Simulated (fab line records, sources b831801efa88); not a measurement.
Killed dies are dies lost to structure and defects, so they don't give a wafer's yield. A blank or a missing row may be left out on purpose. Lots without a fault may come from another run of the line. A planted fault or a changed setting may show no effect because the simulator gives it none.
Which tool did it? | flow sky130 | 12 lots, 36 wafers sampled, at 5 steps of a route of 708

WHAT THE GAUGES READ, wafer by wafer
SKY_SONOS_ONO_CD_MEAS_13: target cd 410 nm. Usual: cd_nm 409.4 nm, standard deviation 2.4.
lot  | measured     | on        | cd_nm (nm)        | flag
L222 | day 13 06:51 | cd_sem-01 | 411.4 412.9 410.3 |
L221 | day 13 09:03 | cd_sem-02 | 409.6 409.2 408.8 |
L226 | day 14 02:00 | cd_sem-01 | 411.1 410.0 409.9 |
L229 | day 15 08:00 | cd_sem-01 | 410.3 410.4 410.3 |
L231 | day 16 08:32 | cd_sem-02 | 413.3 410.8 412.1 |
L233 | day 16 17:04 | cd_sem-02 | 405.9 407.3 405.6 |
L234 | day 16 22:29 | cd_sem-01 | 409.2 407.2 408.0 |
L238 | day 18 12:40 | cd_sem-01 | 409.4 410.1 408.3 |
L239 | day 18 21:05 | cd_sem-01 | 407.8 406.3 408.8 |
L241 | day 19 11:23 | cd_sem-02 | 410.3 409.5 411.7 |
L242 | day 20 00:01 | cd_sem-01 | 411.6 412.4 413.8 |
L244 | day 20 05:57 | cd_sem-01 | 408.4 409.1 410.7 |

SKY_METAL2_THK_MEAS_06: measures by xrf. Usual: METAL2_ALCU_THK 251.9 nm, standard deviation 2.9.
lot  | measured     | on            | METAL2_ALCU_THK (nm) | flag
L222 | day 34 22:15 | film_metro-02 | 250.3 255.8 251.8    |
L221 | day 34 18:39 | film_metro-02 | 255.5 251.3 250.9    |
L226 | day 35 09:10 | film_metro-03 | 252.1 253.5 253.3    |
L229 | day 36 20:31 | film_metro-02 | 249.5 251.9 257.4    |
L231 | day 37 17:52 | film_metro-02 | 248.6 252.8 250.4    |
L233 | day 38 00:56 | film_metro-02 | 248.0 252.0 250.1    |
L234 | day 38 02:45 | film_metro-01 | 254.5 252.4 253.7    |
L238 | day 39 12:32 | film_metro-02 | 265.9 255.8 268.6    | OFF
L239 | day 39 16:02 | film_metro-03 | 252.1 256.5 253.9    |
L241 | day 40 05:53 | film_metro-01 | 246.3 251.2 247.8    |
L242 | day 40 12:12 | film_metro-01 | 254.8 257.3 254.5    |
L244 | day 40 17:53 | film_metro-03 | 253.8 251.3 253.4    |

WHICH TOOL RAN EACH LOT (tool, then ch and the chambers of the sampled wafers, then the start)
lot  | SKY_LI_CONTACT_ETCH_15             | SKY_LOCAL_INTERCONNECT_SPUTTER_00 | SKY_METAL2_SPUTTER_04
L222 | rie_diel-03 ch 1,2,3, day 30 01:08 | pvd_sputter-03, day 30 02:16      | pvd_sputter-03, day 34 22:04
L221 | rie_diel-04 ch 0,1,2, day 29 22:03 | pvd_sputter-03, day 29 23:10      | pvd_sputter-03, day 34 18:28
L226 | rie_diel-04 ch 1,2,3, day 30 13:11 | pvd_sputter-02, day 30 14:19      | pvd_sputter-01, day 35 09:00
L229 | rie_diel-01 ch 0,1,2, day 32 04:06 | pvd_sputter-03, day 32 05:13      | pvd_sputter-03, day 36 20:20
L231 | rie_diel-03 ch 0,1,3, day 33 02:23 | pvd_sputter-03, day 33 03:30      | pvd_sputter-02, day 37 17:41
L233 | rie_diel-03 ch 1,2,3, day 33 09:41 | pvd_sputter-03, day 33 10:48      | pvd_sputter-03, day 38 00:46
L234 | rie_diel-01 ch 1,2,3, day 33 12:11 | pvd_sputter-03, day 33 13:20      | pvd_sputter-03, day 38 02:34
L238 | rie_diel-04 ch 2,3, day 34 23:39   | pvd_sputter-03, day 35 00:47      | pvd_sputter-03, day 39 12:21
L239 | rie_diel-01 ch 1,2, day 35 05:11   | pvd_sputter-03, day 35 06:19      | pvd_sputter-01, day 39 15:52
L241 | rie_diel-01 ch 0,1,2, day 35 18:08 | pvd_sputter-02, day 35 19:16      | pvd_sputter-02, day 40 05:43
L242 | rie_diel-04 ch 0,2,3, day 36 01:32 | pvd_sputter-03, day 36 02:40      | pvd_sputter-01, day 40 12:01
L244 | rie_diel-04 ch 0,1,3, day 36 06:38 | pvd_sputter-03, day 36 07:45      | pvd_sputter-01, day 40 17:43
- SKY_LI_CONTACT_ETCH_15: etches PSG in C4F8/O2/Ar, stops on Si, target depth 600 nm.
- SKY_LOCAL_INTERCONNECT_SPUTTER_00: material TiN, target thk 100 nm, time 83.3 s.
- SKY_METAL2_SPUTTER_04: material TiN, target thk 70 nm, time 58.3 s.

WHAT THE TOOLS THEMSELVES READ (means of the sampled wafers that have a number; where no wafer has one, the mark that the record gives instead)
SKY_LI_CONTACT_ETCH_15. Usual: bias_w 1199 W, standard deviation 3.5; oes_product_au 0.837 a.u., standard deviation 0.0052.
lot  | tool        | bias_w (W) | oes_product_au (a.u.) | flag
L222 | rie_diel-03 | 1200       | 0.836                 |
L221 | rie_diel-04 | 1197       | 0.839                 |
L226 | rie_diel-04 | 1199       | 0.833                 |
L229 | rie_diel-01 | 1200       | 0.839                 |
L231 | rie_diel-03 | 1200       | 0.832                 |
L233 | rie_diel-03 | 1204       | 0.834                 |
L234 | rie_diel-01 | 1200       | 0.843                 |
L238 | rie_diel-04 | 1200       | 0.833                 |
L239 | rie_diel-01 | 1197       | 0.833                 |
L241 | rie_diel-01 | 1198       | 0.834                 |
L242 | rie_diel-04 | 1200       | 0.837                 |
L244 | rie_diel-04 | 1198       | 0.835                 |

SKY_LOCAL_INTERCONNECT_SPUTTER_00. Usual: throttle_valve_pct 29.9 %, standard deviation 0.96.
lot  | tool           | throttle_valve_pct (%) | flag
L222 | pvd_sputter-03 | 30.2                   |
L221 | pvd_sputter-03 | 30.4                   |
L226 | pvd_sputter-02 | 29.9                   |
L229 | pvd_sputter-03 | 29.9                   |
L231 | pvd_sputter-03 | 29.8                   |
L233 | pvd_sputter-03 | 30.0                   |
L234 | pvd_sputter-03 | 29.9                   |
L238 | pvd_sputter-03 | 30.5                   |
L239 | pvd_sputter-03 | 29.3                   |
L241 | pvd_sputter-02 | 30.4                   |
L242 | pvd_sputter-03 | 29.9                   |
L244 | pvd_sputter-03 | 29.9                   |

SKY_METAL2_SPUTTER_04. Usual: throttle_valve_pct 29.9 %, standard deviation 0.93.
lot  | tool           | throttle_valve_pct (%) | flag
L222 | pvd_sputter-03 | 29.8                   |
L221 | pvd_sputter-03 | 30.1                   |
L226 | pvd_sputter-01 | 30.0                   |
L229 | pvd_sputter-03 | 29.7                   |
L231 | pvd_sputter-02 | 30.1                   |
L233 | pvd_sputter-03 | 29.4                   |
L234 | pvd_sputter-03 | 29.5                   |
L238 | pvd_sputter-03 | 30.6                   |
L239 | pvd_sputter-01 | 30.0                   |
L241 | pvd_sputter-02 | 31.0                   |
L242 | pvd_sputter-01 | 30.8                   |
L244 | pvd_sputter-01 | 30.0                   |

THE ANSWER, worked out from the rows above alone
Rule: a lot is off if the mean of its wafers that have a number lies more than 3 standard deviations from the usual mean. A lot without any number at a reading at which 4 lots or more have one is off too. The other lots that the step has rows for count as sound. The gauges are gone through in route order, then the tools' own readings, and for those a lot's mean is taken as printed above. The first step at which some lot is off is used, and at that step the reading that is off furthest; a lot without a number counts as furthest.
Off: L238, at SKY_METAL2_THK_MEAS_06 (METAL2_ALCU_THK).
A tool fits if, at a process step before that reading, it ran every lot that is off, and no sound lot after the first of them. The gauges at SKY_METAL2_THK_MEAS_06 are tried like those tools. Can't be told from this: 2 tools fit, pvd_sputter-03 at SKY_METAL2_SPUTTER_04, film_metro-02 at SKY_METAL2_THK_MEAS_06.

WHAT THE SIMULATOR HAD PUT IN
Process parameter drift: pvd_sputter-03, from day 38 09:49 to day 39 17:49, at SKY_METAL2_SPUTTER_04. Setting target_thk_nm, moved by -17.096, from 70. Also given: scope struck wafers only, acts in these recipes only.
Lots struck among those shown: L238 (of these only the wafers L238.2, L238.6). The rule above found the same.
